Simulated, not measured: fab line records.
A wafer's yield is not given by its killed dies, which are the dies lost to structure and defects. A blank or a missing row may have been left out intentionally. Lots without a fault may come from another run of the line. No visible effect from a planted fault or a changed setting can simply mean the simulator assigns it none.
Comparing a struck lot with a sound one	flow sky130	15 out of 708 route steps
Sound: the wafers L200.4, L200.5, L200.6. The struck wafers were L203.2, L203.5, L203.6. The cause comes at the end.
Per side, at each step with rows, come the tool, then ch with its chambers, and then its first start. Under that, the readings that differ: sound wafers	struck wafers	difference of the means	sigmas: that difference in standard deviations of wafers without a fault.
alike: same words and numbers on both sides, and readings whose means sit less than 2 such deviations apart. not compared: any withheld reading, any reading some wafer has no value for, any bound like >300 that may hide the same value, and any number with overlapping values for which the record gives no deviation.
A row with sigmas, a row that says differs or no value, or rows on one side alone: a step with any of these is where the two part. Numbers that don't overlap but have no deviation are shown without sigmas and don't part them. Lack of a reading on every wafer of one side parts them only where that side has two or more wafers.

first, 2 steps without rows for these wafers: SKY_NWELL_IMPLANT_12; SKY_NWELL_IMPLANT_13.
SKY_NWELL_STRIP_14: strips in O2/N2.
  sound on plasmaAsher-04 ch 0,1, day 6 12:55; struck on plasmaAsher-04 ch 0,1, day 7 06:44
  alike: drypumpMotorCurrentA, n2FlowSccm, oesProductAu, stripTimeToEndpointS
  not compared: rfHoursCounterH
SKY_NWELL_TW_MEAS_15:
  struck on filmMetro-04, day 7 06:50; sound on filmMetro-02, day 6 13:01
reading	sound	struck	difference	sigmas
NWELL_TW	1786 1785 1787	1821 1824 1831	+39	+3
then, 7 steps without rows for these wafers: SKY_NWELL_DEHYDRATE_16 (time 60 s); SKY_NWELL_HMDS_17 (prime time 60 s); SKY_NWELL_COAT_18 (resist thk 3000 nm); SKY_NWELL_SOFTBAKE_19; SKY_NWELL_EXPOSE_20 (exposes mask NWM COMPLEMENT, target cd 840 nm); SKY_NWELL_PEB_21; SKY_NWELL_DEVELOP_22 (develop time 60 s).
SKY_NWELL_OVL_MEAS_23:
  struck on overlay-01, day 8 03:02; sound on overlay-01, day 7 08:22
  alike: NWELL_01_OVL
SKY_NWELL_IMPLANT_24:
  sound on implanter-04 ch 0, day 7 08:27; struck on implanter-04 ch 0, day 8 03:06
reading	sound	struck	difference	sigmas
doseIonsCm2	9.195e+12 9.185e+12 9.193e+12	9.024e+12 9.02e+12 9.017e+12	-1.707e+11	-17
SKY_NWELL_STRIP_25: strips in O2/N2.
  sound on plasmaAsher-04 ch 0,1, day 7 08:34; struck on plasmaAsher-01 ch 0,1, day 8 03:13
  alike: drypumpMotorCurrentA, n2FlowSccm, oesProductAu, stripTimeToEndpointS
  not compared: rfHoursCounterH
-- the record jumps here: 41 days lie between the struck wafers' starts before and after (it left off in module NWELL and takes up again in module PAD_OPEN, whose first step shown is number 708 of the route) --
SKY_PAD_OPEN_PROBE_99:
  struck on prober-01, day 49 03:47; sound on prober-01, day 48 16:58
reading	sound	struck	difference	sigmas
model.etest.resPwellUnderGate.rsOhmSq	2273 2264 2276	2345 2334 2322	+63	
  alike: killed_at_M0_to_M3, killed_at_M4_up, killedAtContacts, killedAtFrontEnd, killedAtOther, killedDies, killedOpen, killedShort

WHERE THEY PART
Last at SKY_NWELL_IMPLANT_24 as far as this record goes, first at SKY_NWELL_TW_MEAS_15. Later steps at which nothing parts them and some readings are alike: SKY_NWELL_STRIP_25, SKY_PAD_OPEN_PROBE_99.

WHY: the cause the simulator had injected
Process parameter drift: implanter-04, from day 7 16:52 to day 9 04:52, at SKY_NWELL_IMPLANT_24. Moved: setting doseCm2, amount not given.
